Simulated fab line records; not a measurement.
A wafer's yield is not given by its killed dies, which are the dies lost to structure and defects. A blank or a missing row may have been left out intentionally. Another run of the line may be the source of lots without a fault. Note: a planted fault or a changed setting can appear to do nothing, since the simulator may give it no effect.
Which tool was responsible? + flow gf180mcu + 14 lots, 42 wafers sampled, at 4 steps of a route of 602

## WHAT EACH GAUGE READ, for each wafer
GF_MVSD_OVL_MEAS_07.
| lot  | measured     | on         | MVSD_OVL (nm)  |
|------|--------------|------------|----------------|
| L947 | day 4 11:24  | overlay-02 | -1.6 1.1 0.3   |
| L948 | day 4 17:18  | overlay-01 | 0.5 0.4 -3.0   |
| L950 | day 5 05:28  | overlay-01 | -1.1 -2.0 -1.0 |
| L952 | day 5 14:58  | overlay-02 | -3.2 -2.9 -1.8 |
| L954 | day 6 07:06  | overlay-01 | -1.1 -3.2 -2.3 |
| L955 | day 6 12:22  | overlay-02 | -2.5 -1.8 -0.4 |
| L956 | day 6 17:01  | overlay-02 | -0.1 -0.7 0.0  |
| L957 | day 6 20:55  | overlay-01 | -0.2 -0.1 -1.1 |
| L958 | day 7 01:31  | overlay-02 | -1.9 -0.4 -3.1 |
| L968 | day 9 13:57  | overlay-02 | -2.2 -0.3 -0.7 |
| L969 | day 9 18:44  | overlay-01 | 0.9 -1.1 1.6   |
| L970 | day 10 02:43 | overlay-02 | -2.8 -3.2 -0.2 |

GF_POLY_GATE_CD_MEAS_18.
| lot  | measured     | on        | cd-nm (nm)        |
|------|--------------|-----------|-------------------|
| L947 | day 9 05:55  | cd-sem-02 | 281.5 282.4 280.3 |
| L948 | day 9 15:21  | cd-sem-01 | 276.5 279.5 278.3 |
| L950 | day 10 09:56 | cd-sem-01 | 280.5 278.3 280.0 |
| L952 | day 10 21:25 | cd-sem-01 | 283.8 281.5 279.6 |
| L954 | day 11 17:32 | cd-sem-02 | 280.7 278.8 280.2 |
| L955 | day 11 21:44 | cd-sem-01 | 279.9 281.4 283.1 |
| L956 | day 12 01:55 | cd-sem-01 | 281.0 282.9 283.9 |
| L957 | day 12 11:34 | cd-sem-02 | 281.3 280.4 281.1 |
| L958 | day 12 17:16 | cd-sem-01 | 283.9 285.4 280.6 |
| L968 | day 15 14:18 | cd-sem-01 | 281.4 282.2 283.4 |
| L969 | day 15 21:49 | cd-sem-02 | 277.1 276.4 278.7 |
| L970 | day 16 13:07 | cd-sem-02 | 280.7 281.0 280.1 |

## WHICH TOOL RAN EACH LOT (tool, then ch and the chambers of the sampled wafers, then the start)
| lot  | GF_STI_EXPOSE_09                 | GF_POLY_GATE_ETCH_12               |
|------|----------------------------------|------------------------------------|
| L947 | krf-scanner-02 ch 0, day 1 19:59 | rie-diel-02 ch 1,2,3, day 9 04:19  |
| L948 | krf-scanner-01 ch 0, day 2 01:17 | rie-diel-01 ch 2,3, day 9 13:45    |
| L950 | krf-scanner-01 ch 0, day 2 11:18 | rie-diel-04 ch 0,3, day 10 06:03   |
| L952 | krf-scanner-01 ch 0, day 2 20:48 | rie-diel-02 ch 0,1,2, day 10 19:36 |
| L954 | krf-scanner-02 ch 0, day 3 08:29 | rie-diel-04 ch 1,2,3, day 11 13:16 |
| L955 | krf-scanner-02 ch 0, day 3 12:02 | rie-diel-01 ch 2,3, day 11 20:06   |
| L956 | krf-scanner-02 ch 0, day 3 17:10 | rie-diel-04 ch 0,2, day 12 00:17   |
| L957 | krf-scanner-02 ch 0, day 3 22:19 | rie-diel-02 ch 0,1,2, day 12 07:06 |
| L958 | krf-scanner-02 ch 0, day 4 02:23 | rie-diel-04 ch 2,3, day 12 13:43   |
| L964 | krf-scanner-02, day 5 09:32      | -                                  |
| L965 | krf-scanner-01, day 5 15:16      | -                                  |
| L968 | krf-scanner-01 ch 0, day 6 05:47 | rie-diel-02 ch 1,2,3, day 15 12:42 |
| L969 | krf-scanner-02 ch 0, day 6 11:22 | rie-diel-01 ch 1,3, day 15 20:12   |
| L970 | krf-scanner-02 ch 0, day 6 18:35 | rie-diel-04 ch 1,2,3, day 16 11:27 |
- GF_STI_EXPOSE_09: exposes mask COMP, target cd 220 nm.
- GF_POLY_GATE_ETCH_12: etches BARC in N2/H2.

## WHAT THE TOOLS THEMSELVES READ (means of the sampled wafers that have a number; where no wafer has one, the mark that the record gives instead)
GF_STI_EXPOSE_09.
| lot  | tool           | exposure-dose-mJ-cm2 | focus-offset-nm (nm) |
|------|----------------|----------------------|----------------------|
| L947 | krf-scanner-02 | 27.947               | -0.5                 |
| L948 | krf-scanner-01 | 27.996               | -0.4                 |
| L950 | krf-scanner-01 | 27.973               | 0.4                  |
| L952 | krf-scanner-01 | 28.020               | -0.2                 |
| L954 | krf-scanner-02 | 28.016               | -0.1                 |
| L955 | krf-scanner-02 | 27.973               | -0.1                 |
| L956 | krf-scanner-02 | 27.965               | 1.0                  |
| L957 | krf-scanner-02 | 28.023               | -0.5                 |
| L958 | krf-scanner-02 | 27.999               | -0.1                 |
| L964 | krf-scanner-02 | -                    | -                    |
| L965 | krf-scanner-01 | -                    | -                    |
| L968 | krf-scanner-01 | 27.977               | -0.6                 |
| L969 | krf-scanner-02 | 27.996               | -0.1                 |
| L970 | krf-scanner-02 | 28.028               | 0.1                  |

GF_POLY_GATE_ETCH_12.
| lot  | tool        | drypump-motor-current-A (A) | h2-flow-sccm (sccm) | oes-product-au (a.u.) | throttle-valve-pct (%) |
|------|-------------|-----------------------------|---------------------|-----------------------|------------------------|
| L947 | rie-diel-02 | 5.9                         | 200.0               | 0.738                 | 13.217                 |
| L948 | rie-diel-01 | 5.4                         | 200.0               | 0.735                 | 13.214                 |
| L950 | rie-diel-04 | 5.8                         | 200.2               | 0.732                 | 13.206                 |
| L952 | rie-diel-02 | 5.7                         | 199.7               | 0.733                 | 13.211                 |
| L954 | rie-diel-04 | 5.7                         | 200.0               | 0.729                 | 13.211                 |
| L955 | rie-diel-01 | 5.4                         | 200.0               | 0.736                 | 13.218                 |
| L956 | rie-diel-04 | 6.0                         | 200.0               | 0.741                 | 13.224                 |
| L957 | rie-diel-02 | 5.7                         | 200.0               | 0.736                 | 13.215                 |
| L958 | rie-diel-04 | 5.8                         | 199.8               | 0.742                 | 13.222                 |
| L968 | rie-diel-02 | 5.9                         | 199.9               | 0.733                 | 13.209                 |
| L969 | rie-diel-01 | 6.3                         | 199.5               | 0.734                 | 13.214                 |
| L970 | rie-diel-04 | 5.7                         | 200.0               | 0.735                 | 13.210                 |

## THE ANSWER, worked out from the rows above alone
Rule: usual is defined by the lots themselves. The widest of any qualifying gaps counts: lots, ordered by their means at a reading, are off when they make up no more than a third of the lots, leave a main group of 4 or more, and stand apart from it by 3 or more times the standard deviation of that group's means. A main group whose means are all the same, to the digits that the tables above print for the reading, isn't used. Also off: a lot with no number at a reading for which 4 or more lots have one. Any other lot the step has rows for is counted as sound. Order of review: gauges by route order, followed by the tools' own readings, for which a lot's mean as printed above is used. The first step at which some lot is off is used, and at that step the reading that is off furthest; a lot without a number counts as furthest.
Off, at GF_STI_EXPOSE_09 on exposure-dose-mJ-cm2: L964, L965. Without a number there: L964, L965. The main group: mean 27.993, standard deviation 0.025.
If a tool, at that step or one of the process steps before it, ran each lot that is off and ran no sound lot following the first of them, it fits. Not one of the candidates tried fits.

## WHAT THE SIMULATOR HAD PUT IN
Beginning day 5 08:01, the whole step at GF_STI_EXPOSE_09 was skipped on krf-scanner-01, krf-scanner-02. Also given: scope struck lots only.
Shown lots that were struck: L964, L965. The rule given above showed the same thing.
